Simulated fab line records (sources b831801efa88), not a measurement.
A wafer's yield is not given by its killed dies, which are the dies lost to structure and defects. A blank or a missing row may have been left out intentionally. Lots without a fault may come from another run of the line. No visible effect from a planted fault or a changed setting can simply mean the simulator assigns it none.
Which tool did it? ; flow gf180mcu ; Sampling: 6 lots, 18 wafers, 3 of 602 route steps

## WHAT EACH GAUGE READ, for each wafer
GF_DNWELL_TW_MEAS_09.
lot;measured;on;DNWELL_TW
L885;day 3 01:01;film_metro-01;1375 1372 1377
L891;day 4 12:50;film_metro-04;1350 1351 1357
L898;day 5 22:31;film_metro-01;1361 1350 1361
L900;day 6 09:49;film_metro-02;1376 1382 1383
L902;day 6 18:24;film_metro-02;1369 1379 1370
L907;day 7 22:00;film_metro-02;1348 1359 1358

## EACH LOT AND THE TOOL THAT RAN IT (in order: tool; ch and the chambers of the sampled wafers; start)
lot;GF_STI_ETCH_14;GF_STI_STRIP_15
L885;rie_si-01 ch 1,2,3, day 2 07:25;plasma_asher-04 ch 0,1, day 2 07:32
L891;rie_si-01 ch 0,3, day 3 14:38;plasma_asher-01 ch 0,1, day 3 14:44
L898;rie_si-01 ch 1,2,3, day 5 03:01;plasma_asher-02 ch 0,1, day 5 03:08
L900;rie_si-02 ch 1,2,3, day 5 13:53;plasma_asher-04 ch 0,1, day 5 13:58
L902;rie_si-02 ch 1,3, day 5 23:09;plasma_asher-04 ch 0,1, day 5 23:13
L907;rie_si-02 ch 0,1,2, day 6 23:52;plasma_asher-04 ch 0,1, day 6 23:57
- GF_STI_ETCH_14: etches Si in HBr/Cl2/O2, target depth 360 nm, time 102.9 s.
- GF_STI_STRIP_15: strips in O2/N2.

## THE ANSWER, worked out from the rows above alone
Rule: the usual values come from the lots themselves. The widest of any qualifying gaps counts: lots, ordered by their means at a reading, are off when they make up no more than a third of the lots, leave a main group of 4 or more, and stand apart from it by 3 or more times the standard deviation of that group's means. A main group is skipped when, at the precision printed for the reading in the tables above, its means are all equal. Also off: a lot with no number at a reading for which 4 or more lots have one. The other lots that the step has rows for count as sound.
No lot is off at any reading shown: from this, nothing can be told.

## WHAT THE SIMULATOR PUT IN
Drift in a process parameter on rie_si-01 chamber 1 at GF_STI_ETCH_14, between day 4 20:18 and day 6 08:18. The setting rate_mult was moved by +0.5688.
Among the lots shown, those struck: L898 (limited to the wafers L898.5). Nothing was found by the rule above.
